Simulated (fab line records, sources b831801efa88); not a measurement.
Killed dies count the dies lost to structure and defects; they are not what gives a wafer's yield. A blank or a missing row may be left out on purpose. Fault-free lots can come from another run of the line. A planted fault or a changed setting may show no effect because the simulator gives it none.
A struck lot beside a sound one | flow gf180mcu | 15 steps out of a route of 602
Sound: the wafers L309.1, L309.3, L309.4. The struck wafers were L319.2, L319.4, L319.5. Last of all comes the cause.
Order at every step that has rows: each side's tool, ch and its chambers, its first start. Under that, the readings that differ: sound wafers | struck wafers | difference of the means | sigmas: that difference in standard deviations of wafers without a fault.
alike: readings whose means differ by less than 2 such deviations, and words and numbers that are the same on both sides. not compared: withheld readings, readings that some wafer has no value for, bounds like >300 that may hide the same value, and numbers for which the record gives no deviation and whose values overlap.
The two part at a step that has a row with sigmas, a row that says differs or no value, or rows on one side only. Numbers that don't overlap but have no deviation are shown without sigmas and don't part them. A reading missing from all wafers of one side parts the sides only when that side holds two or more wafers.

first, 3 steps without rows for these wafers: GF_CONTACT_EXPOSE_11 (exposes mask Contact, target cd 220 nm); GF_CONTACT_PEB_12 (peb time 90 s); GF_CONTACT_DEVELOP_13 (develop time 60 s).
GF_CONTACT_CD_MEAS_14: the cd target is 220 nm.
  sound: cd sem-01 at day 18 15:43; struck: cd sem-02 at day 21 20:20
  reading    | sound             | struck            | difference | sigmas
  cd nm (nm) | 217.6 217.4 217.8 | 220.8 220.8 222.2 | +3.7       | +3
GF_CONTACT_OVL_MEAS_15:
  sound: overlay-01 at day 18 15:50; struck: overlay-01 at day 21 20:27
  alike: CONTACT_OVL
GF_CONTACT_ETCH_16: etches BARC in N2/H2.
  sound on rie diel-04 ch 0,1,3, day 18 15:53; struck on rie diel-02 ch 0,2,3, day 21 20:29
  alike: drypump motor current A, oes product au, rf fwd power W, throttle valve pct
GF_CONTACT_ETCH_17: etches SiO2 in C4F8/O2/Ar, stops on CoSi2, target depth 860 nm.
  sound: rie diel-04 ch 0,1,3; struck: rie diel-02 ch 0,2,3
  alike: oes product au, rf fwd power W
GF_CONTACT_STRIP_18: strips in O2/N2.
  sound on plasma asher-03 ch 0,1, day 18 16:02; struck on plasma asher-03 ch 0, day 21 20:38
  alike: drypump motor current A, heater power w, oes product au
  not compared: rf hours counter h
then, 3 steps without rows for these wafers: GF_CONTACT_CLEAN_19 (cleans in SPM); GF_CONTACT_CLEAN_20 (cleans in DIW); GF_CONTACT_CLEAN_21 (cleans in dHF, time 20 s).
GF_CONTACT_SPUTTER_22: material Ti, target thk 15 nm, time 80.02 s.
  sound: pvd sputter-03 at day 18 16:21; struck: pvd sputter-01 at day 21 20:57
  alike: cathode dc power W, chamber pressure pa, throttle valve pct
GF_CONTACT_SPUTTER_23: material TiN, target thk 10 nm, time 40 s.
  sound: pvd sputter-03 at day 18 16:25; struck: pvd sputter-01 at day 21 21:01
  no value came back on the struck wafers for cathode dc power W (W), chamber pressure pa (Pa), throttle valve pct (%); on the sound wafers cathode dc power W (W) reads 3999.9 4000.1 4001.2
GF_CONTACT_CVD_24: deposits W, target thk 300 nm, time 90.339 s.
  sound on cvd w-02 ch 0,1, day 18 16:27; struck on cvd w-02 ch 0,1, day 21 21:03
  alike: heater power w
-- the record jumps here: 12 days lie between the struck wafers' starts before and after (it left off in module CONTACT and takes up again in module PASSIVATION, whose first step shown is number 602 of the route) --
GF_PASSIVATION_PROBE_99:
  the record has rows for the struck wafers here (prober-01, day 33 10:17) and none for the sound ones

== WHERE THEY PART ==
At GF_CONTACT_CD_MEAS_14 first; at GF_PASSIVATION_PROBE_99 last (within this record only).

WHY: what the simulator had put in
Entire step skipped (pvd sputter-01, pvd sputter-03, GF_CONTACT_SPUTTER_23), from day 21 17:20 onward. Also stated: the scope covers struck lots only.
